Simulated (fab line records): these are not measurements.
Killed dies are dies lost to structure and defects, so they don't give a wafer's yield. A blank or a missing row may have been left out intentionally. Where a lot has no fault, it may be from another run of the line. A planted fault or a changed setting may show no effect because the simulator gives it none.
One fault seen from 2 desks :: flow sky130 :: each desk holds nothing but its own numbers, with what lay behind them at the end

== THE METROLOGY DESK ==
Lot by lot, what the gauges showed, no matter which tool ran the lot: averages of those sampled wafers that carry a number. The brackets show how far a lot's mean lies from the usual mean; more than 4 standard deviations puts the lot out of limits, marked OUT.
Columns: A = CONTACT_BOW at SKY_CONTACT_BOW_MEAS_05, usual 83 um
lot: L456
first seen here: day 30 17:41
A: 87

lot: L458
first seen here: day 31 03:42
A: 79

lot: L460
first seen here: day 31 22:53
A: 91

lot: L466
first seen here: day 34 04:52
A: 80

lot: L468
first seen here: day 34 15:37
A: 90

lot: L470
first seen here: day 35 06:14
A: 82

lot: L471
first seen here: day 35 12:13
A: 80

lot: L473
first seen here: day 36 02:29
A: 81

lot: L474
first seen here: day 36 14:31
A: 86

lot: L475
first seen here: day 36 18:46
A: 85

lot: L478
first seen here: day 37 12:38
A: 84

lot: L479
first seen here: day 37 22:05
A: 78
This desk's finding: nothing out of limits on any of the 12 lots.

== AT THE TOOL OWNER'S DESK: rie_metal-01 ==
The tool's own readings at SKY_LOCAL_INTERCONNECT_ETCH_13 (etches BARC in N2/H2, stops on SiO2, time 45.9 s, target depth 60 nm): means of the sampled wafers that have a number, for each lot that ran on this tool. The brackets show how far a lot's mean lies from the usual mean; more than 4 standard deviations puts the lot out of limits, marked OUT.
Columns: A = bias_w at SKY_LOCAL_INTERCONNECT_ETCH_13, usual 100.02 W; B = drypump_motor_current_A at SKY_LOCAL_INTERCONNECT_ETCH_13, usual 5.72 A; C = h2_flow_sccm at SKY_LOCAL_INTERCONNECT_ETCH_13, usual 200.2 sccm; D = oes_product_au at SKY_LOCAL_INTERCONNECT_ETCH_13, usual 0.854 a.u.; E = throttle_valve_pct at SKY_LOCAL_INTERCONNECT_ETCH_13, usual 13.225 %
lot: L456
first seen here: day 30 16:23
A: 99.77
B: 5.60
C: 200.1
D: 0.854
E: 13.218

lot: L458
first seen here: day 31 01:51
A: 99.85
B: 5.78
C: 199.9
D: 0.852
E: 13.230

lot: L466
first seen here: day 34 03:37
A: 107.66 (+25) OUT
B: 5.76
C: 200.8
D: 0.848
E: 13.225

lot: L468
first seen here: day 34 14:16
A: 108.15 (+27) OUT
B: 5.42
C: 199.3
D: 0.859
E: 13.226

lot: L479
first seen here: day 37 20:47
A: 100.23
B: 5.42
C: 200.1
D: 0.855
E: 13.229
This desk's verdict: out of limits on L466, L468, starting with L466 at day 34 03:37 (bias_w at SKY_LOCAL_INTERCONNECT_ETCH_13). In limits: L456, L458, L479.

== ALL TOGETHER ==
An alarm could have come from the tool owner's desk at day 34 03:37, on L466, L468.
From the metrology desk's view, nothing was out of limits.
The metrology desk holds a record of L466, L468, inside its limits.
All the named lots went through SKY_LOCAL_INTERCONNECT_ETCH_13 on rie_metal-01.

== WHAT WAS PUT IN BY THE SIMULATOR ==
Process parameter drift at SKY_LOCAL_INTERCONNECT_ETCH_13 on rie_metal-01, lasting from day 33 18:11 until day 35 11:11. Setting bias_w, moved by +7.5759, from 100. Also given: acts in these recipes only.
Struck lots among those shown: L466, L468.
How many hours passed from the start of the fault until each desk's first out-of-limits reading: the tool owner's desk, 9.
